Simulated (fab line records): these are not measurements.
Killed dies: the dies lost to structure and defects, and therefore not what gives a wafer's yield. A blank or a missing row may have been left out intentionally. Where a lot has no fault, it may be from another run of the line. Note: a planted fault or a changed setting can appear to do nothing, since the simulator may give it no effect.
2 desks, one fault    flow gf180mcu    only its own numbers are on each desk; what lay behind them is given at the end

## TOOL OWNER'S DESK, plasmaAsher-04
The tool's own readings at GF_HV_LDD_STRIP_22 (strips in O2/N2): means of the sampled wafers that have a number, for each lot that ran on this tool. If a lot's mean is further than 4 standard deviations from the usual mean, the lot is out of limits and carries the mark OUT (the distance appears in the brackets).
Columns: A = chamberPressureMTorr at GF_HV_LDD_STRIP_22, usual 1499.9 mTorr; B = drypumpMotorCurrentA at GF_HV_LDD_STRIP_22, usual 5.9 A; C = heaterPowerW at GF_HV_LDD_STRIP_22, usual 340 W; D = oesProductAu at GF_HV_LDD_STRIP_22, usual 0.716 a.u.; E = platenTempC at GF_HV_LDD_STRIP_22, usual 250.01 C; F = stripTimeToEndpointS at GF_HV_LDD_STRIP_22, usual 12.62 s
lot   first seen here  A       B    C    D                E       F
L217  day 10 19:53     1499.6  5.4  287  0.709            249.95  12.65
L220  day 11 22:44     1499.6  5.3  290  0.716            249.94  12.66
L228  day 14 05:40     1499.7  5.4  286  0.714            249.89  12.64
L229  day 14 12:37     1499.8  5.3  286  0.868 (+32) OUT  249.81  -
This desk finds L229 out of limits, L229 being first, at day 14 12:37 (oesProductAu at GF_HV_LDD_STRIP_22). L217, L220, L228: within limits.

## METROLOGY DESK
Means of the sampled wafers that have a number, per lot and without regard to the tool the lot ran on: this is what the gauges read. If a lot's mean is further than 4 standard deviations from the usual mean, the lot is out of limits and carries the mark OUT (the distance appears in the brackets).
Columns: A = V1_CVD_00_THK at GF_V1_THK_MEAS_01, usual 603 nm; B = V5_BOW at GF_V5_BOW_MEAS_05, usual 135 um; C = V5_W_RS at GF_V5_RS_MEAS_24, usual 0.327 ohm/sq
lot   first seen here  A    B    C
L217  day 17 07:08     612  143  0.328
L219  day 17 19:39     605  130  0.321
L220  day 18 11:23     605  137  0.319
L221  day 18 12:23     598  132  0.324
L222  day 19 03:50     600  152  0.321
L223  day 19 15:01     600  139  0.320
L226  day 20 15:16     602  159  0.329
L227  day 21 00:58     604  131  0.332
L228  day 21 05:39     597  136  0.332
L229  day 21 19:50     605  132  0.326
L236  day 24 03:03     598  127  0.325
L237  day 24 03:52     593  138  0.332
L238  day 24 12:08     600  124  0.326
This desk's verdict: no lot among the 13 shows anything out of limits.

## ALL TOGETHER
At day 14 12:37, on L229, the tool owner's desk was in a position to raise an alarm.
Nothing out of limits was seen by the metrology desk.
The metrology desk holds a record of L229, inside its limits.
Of the lots named, all ran GF_HV_LDD_STRIP_22 on plasmaAsher-04.

## WHAT WAS PUT IN BY THE SIMULATOR
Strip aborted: plasmaAsher-04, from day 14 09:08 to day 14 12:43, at GF_HV_LDD_STRIP_22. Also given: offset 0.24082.
Shown lots that were struck: L229.
How many hours passed from the start of the fault until each desk's first out-of-limits reading: the tool owner's desk, 3.
